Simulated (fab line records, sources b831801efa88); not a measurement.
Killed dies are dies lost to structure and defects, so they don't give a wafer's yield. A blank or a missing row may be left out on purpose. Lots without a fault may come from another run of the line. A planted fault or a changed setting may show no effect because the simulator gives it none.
Which tool did it? | flow sky130 | 12 lots, 36 wafers sampled, at 2 steps of a route of 708

WHAT THE GAUGES READ, wafer by wafer
SKY_VIA2_THK_MEAS_01.
lot  | measured     | on            | VIA2_HDPCVD_THK (nm)
L075 | day 35 14:56 | film_metro-03 | 1163 1192 1208
L077 | day 36 02:01 | film_metro-04 | 1170 1173 1163
L079 | day 36 18:16 | film_metro-03 | 1182 1184 1168
L081 | day 37 23:05 | film_metro-01 | 1161 1178 1169
L083 | day 38 01:40 | film_metro-03 | 1178 1187 1194
L085 | day 38 14:44 | film_metro-03 | 1171 1191 1165
L087 | day 39 11:52 | film_metro-03 | 1165 1160 1174
L089 | day 39 20:25 | film_metro-01 | 1189 1193 1188
L091 | day 40 12:10 | film_metro-03 | 1180 1190 1193
L093 | day 40 20:34 | film_metro-01 | 1183 1185 1189
L095 | day 41 13:33 | film_metro-04 | 1165 1150 1162
L097 | day 42 00:43 | film_metro-03 | 1187 1195 1185

WHICH TOOL RAN EACH LOT (tool, then ch and the chambers of the sampled wafers, then the start)
lot  | SKY_METAL2_ETCH_18
L075 | rie_metal-04 ch 0,1, day 35 13:59
L077 | rie_metal-04 ch 0,1, day 36 01:08
L079 | rie_metal-02 ch 1, day 36 17:23
L081 | rie_metal-01 ch 0,1, day 37 22:13
L083 | rie_metal-01 ch 0, day 38 00:47
L085 | rie_metal-01 ch 0, day 38 13:43
L087 | rie_metal-02 ch 0,1, day 39 10:59
L089 | rie_metal-04 ch 0,1, day 39 19:32
L091 | rie_metal-02 ch 0,1, day 40 11:17
L093 | rie_metal-02 ch 0,1, day 40 19:38
L095 | rie_metal-02 ch 0,1, day 41 12:41
L097 | rie_metal-04 ch 0,1, day 41 23:50
- SKY_METAL2_ETCH_18: etches BARC in N2/H2, stops on SiO2, time 45.9 s, target depth 60 nm.

THE ANSWER, worked out from the rows above alone
Rule: what is usual is taken from the lots themselves. Put in order of their means at a reading, lots are off if they are a third of the lots or fewer, leave a main group of 4 or more, and stand apart from it by a gap of 3 or more times the standard deviation of the main group's means; of several such gaps the widest counts. A main group whose means are all the same, to the digits that the tables above print for the reading, isn't used. A lot without any number at a reading at which 4 lots or more have one is off too. The other lots that the step has rows for count as sound.
No lot is off at any reading shown: from this, nothing can be told.

WHAT THE SIMULATOR HAD PUT IN
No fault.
